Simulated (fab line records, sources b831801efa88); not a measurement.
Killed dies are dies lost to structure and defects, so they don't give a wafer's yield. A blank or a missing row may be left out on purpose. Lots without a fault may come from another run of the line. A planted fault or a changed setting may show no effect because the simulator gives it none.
Which tool did it? | flow sky130 | 14 lots, 42 wafers sampled, at 3 steps of a route of 708

WHAT THE GAUGES READ, wafer by wafer
SKY_GATE_OXIDE_TW_MEAS_14.
lot  | measured     | on            | GATE_OXIDE_TW
L617 | day 14 12:37 | film_metro-02 | 225.6 223.7 224.2
L618 | day 14 22:11 | film_metro-04 | 220.4 219.9 219.9
L619 | day 15 09:09 | film_metro-04 | 219.5 220.2 218.8
L621 | day 16 03:04 | film_metro-04 | 219.3 220.3 219.3
L622 | day 16 11:29 | film_metro-03 | 224.7 224.7 224.5
L624 | day 16 19:29 | film_metro-03 | 226.1 223.9 223.7
L625 | day 17 07:53 | film_metro-04 | 221.2 220.1 219.6
L631 | day 19 18:47 | film_metro-04 | 220.2 220.2 219.5
L633 | day 20 18:20 | film_metro-02 | 222.5 222.7 222.8
L634 | day 20 19:27 | film_metro-02 | 223.3 222.4 223.6
L635 | day 21 04:29 | film_metro-02 | 224.7 223.3 221.0
L636 | day 21 10:52 | film_metro-02 | 223.2 221.8 222.8
L637 | day 21 14:47 | film_metro-04 | 222.4 220.2 220.6
L638 | day 21 20:56 | film_metro-04 | 220.3 218.8 220.4

SKY_CONTACT_BOW_MEAS_05.
lot  | measured     | on            | CONTACT_BOW (um)
L617 | day 31 05:04 | film_metro-03 | 86 84 86
L618 | day 31 18:08 | film_metro-03 | 78 89 77
L619 | day 32 11:22 | film_metro-01 | 78 77 71
L621 | day 32 20:34 | film_metro-02 | 76 87 81
L622 | day 33 04:10 | film_metro-02 | 90 73 92
L624 | day 33 05:28 | film_metro-03 | 77 79 80
L625 | day 33 18:55 | film_metro-02 | 93 77 85
L631 | day 35 20:56 | film_metro-02 | 87 87 70
L633 | day 36 15:13 | film_metro-01 | 91 76 71
L634 | day 36 20:53 | film_metro-02 | 85 83 79
L635 | day 36 22:26 | film_metro-02 | 81 91 79
L636 | day 37 08:14 | film_metro-02 | 76 81 78
L637 | day 37 12:41 | film_metro-02 | 70 72 73
L638 | day 37 17:04 | film_metro-03 | 69 73 85

WHICH TOOL RAN EACH LOT (tool, then ch and the chambers of the sampled wafers, then the start)
lot  | SKY_VT_ADJUST_LVTN_EXPOSE_15
L617 | iline_stepper-02 ch 0, day 7 22:19
L618 | iline_stepper-01 ch 0, day 8 06:07
L619 | iline_stepper-01 ch 0, day 8 11:27
L621 | iline_stepper-02 ch 0, day 9 01:08
L622 | iline_stepper-01 ch 0, day 9 07:36
L624 | iline_stepper-01, day 9 16:48
L625 | iline_stepper-01, day 10 01:06
L631 | iline_stepper-02 ch 0, day 11 19:29
L633 | iline_stepper-01 ch 0, day 12 16:56
L634 | iline_stepper-02 ch 0, day 12 19:47
L635 | iline_stepper-01 ch 0, day 13 00:32
L636 | iline_stepper-01 ch 0, day 13 09:14
L637 | iline_stepper-01 ch 0, day 13 12:02
L638 | iline_stepper-01 ch 0, day 13 20:23
- SKY_VT_ADJUST_LVTN_EXPOSE_15: exposes mask HVN STD DERIVED, target cd 600 nm.

WHAT THE TOOLS THEMSELVES READ (means of the sampled wafers that have a number; where no wafer has one, the mark that the record gives instead)
SKY_VT_ADJUST_LVTN_EXPOSE_15.
lot  | tool             | exposure_dose_mJ_cm2 | focus_offset_nm (nm)
L617 | iline_stepper-02 | 163.10               | -0.1
L618 | iline_stepper-01 | 162.88               | -0.2
L619 | iline_stepper-01 | 162.99               | 0.3
L621 | iline_stepper-02 | 162.90               | 0.3
L622 | iline_stepper-01 | 163.04               | -0.5
L624 | iline_stepper-01 | -                    | -
L625 | iline_stepper-01 | -                    | -
L631 | iline_stepper-02 | 162.87               | 0.1
L633 | iline_stepper-01 | 163.15               | 0.0
L634 | iline_stepper-02 | 163.13               | -0.9
L635 | iline_stepper-01 | 163.21               | 0.3
L636 | iline_stepper-01 | 162.95               | 0.6
L637 | iline_stepper-01 | 162.83               | 0.1
L638 | iline_stepper-01 | 162.80               | -0.1

THE ANSWER, worked out from the rows above alone
Rule: what is usual is taken from the lots themselves. Put in order of their means at a reading, lots are off if they are a third of the lots or fewer, leave a main group of 4 or more, and stand apart from it by a gap of 3 or more times the standard deviation of the main group's means; of several such gaps the widest counts. A main group whose means are all the same, to the digits that the tables above print for the reading, isn't used. A lot without any number at a reading at which 4 lots or more have one is off too. The other lots that the step has rows for count as sound. The gauges are gone through in route order, then the tools' own readings, and for those a lot's mean is taken as printed above. The first step at which some lot is off is used, and at that step the reading that is off furthest; a lot without a number counts as furthest.
Off: L624, L625, at SKY_VT_ADJUST_LVTN_EXPOSE_15 (exposure_dose_mJ_cm2). Without a number there: L624, L625. The main group: mean 162.99, standard deviation 0.13.
A tool fits if, at that step or a process step before it, it ran every lot that is off, and no sound lot after the first of them. None of those tried fits.

WHAT THE SIMULATOR HAD PUT IN
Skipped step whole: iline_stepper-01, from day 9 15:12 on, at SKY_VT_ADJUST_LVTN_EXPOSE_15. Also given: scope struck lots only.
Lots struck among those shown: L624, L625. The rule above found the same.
